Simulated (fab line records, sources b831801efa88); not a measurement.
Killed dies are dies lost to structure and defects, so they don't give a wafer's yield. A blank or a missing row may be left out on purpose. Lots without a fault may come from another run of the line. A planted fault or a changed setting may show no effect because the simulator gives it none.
Chamber matching | flow gf180mcu | GF_SAB_ETCH_11 on rie_diel-02: 4 sister chambers
The step etches SiO2 in C4F8/O2/Ar, target depth 55 nm, time 8.5 s. 16 wafers are shown with their chamber, then 8 later ones without.

WAFERS WITH THEIR CHAMBER
wafer  | chamber | oes_product_au (a.u.) | chamber_pressure_mTorr (mTorr)
L305.1 | 1       | 0.996                 | 39.96
L305.2 | 0       | 0.993                 | 40.00
L305.5 | 2       | 0.996                 | 40.05
L310.2 | 0       | 0.992                 | 40.01
L310.4 | 3       | 0.987                 | 39.96
L310.6 | 2       | 1.004                 | 40.03
L312.1 | 0       | 0.999                 | 40.03
L312.3 | 1       | 1.008                 | 40.03
L312.5 | 0       | 0.990                 | 39.99
L313.2 | 3       | 0.983                 | 40.00
L313.3 | 0       | 0.983                 | 39.99
L313.6 | 1       | 0.988                 | 40.03
L318.2 | 2       | 0.998                 | 39.98
L318.3 | 0       | 0.996                 | 39.97
L318.6 | 1       | 1.002                 | 40.01
L319.1 | 1       | 1.010                 | 40.06

SIGNATURES (means of the wafers above)
reading                | chamber 0 | chamber 1 | chamber 2 | chamber 3 | scatter within a chamber
oes_product_au         | 0.99217   | 1.00080   | 0.99933   | 0.98500   | 0.00657
chamber_pressure_mTorr | 39.9983   | 40.0180   | 40.0200   | 39.9800   | 0.0302
Rule: a wafer's distance from a chamber is the root of the sum, over the readings, of the square of ((its reading less the chamber's mean) divided by the reading's scatter). The wafer belongs to the nearest chamber; if the next one is less than 2 further off, it can't be placed. The scatter: the root of (the sum of the squares of (reading less its chamber's mean) over the shown wafers, divided by (wafers less chambers)).

WAFERS WITHOUT THEIR CHAMBER
wafer  | oes_product_au (a.u.) | chamber_pressure_mTorr (mTorr)
L319.3 | 0.996                 | 39.98
L319.6 | 0.993                 | 40.00
L321.2 | 1.010                 | 40.00
L321.3 | 0.987                 | 40.02
L321.4 | 1.013                 | 40.00
L325.2 | 1.000                 | 39.99
L325.3 | 1.005                 | 39.97
L325.4 | 0.989                 | 40.05

WHICH CHAMBER EACH WENT THROUGH
wafer  | from the rows above               | in truth
L319.3 | can't be placed: 0 or 2 or 1 or 3 | 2
L319.6 | can't be placed: 0 or 2 or 1 or 3 | 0
L321.2 | can't be placed: 1 or 2 or 0      | 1
L321.3 | can't be placed: 0 or 3 or 2 or 1 | 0
L321.4 | can't be placed: 1 or 2 or 0      | 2
L325.2 | can't be placed: 1 or 2 or 0 or 3 | 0
L325.3 | can't be placed: 1 or 2 or 0 or 3 | 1
L325.4 | can't be placed: 0 or 2 or 1 or 3 | 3
Placed correctly: 0 of 8. Can't be placed from these rows: 8 (the true chamber is among the candidates in 8). Placed wrongly: 0.
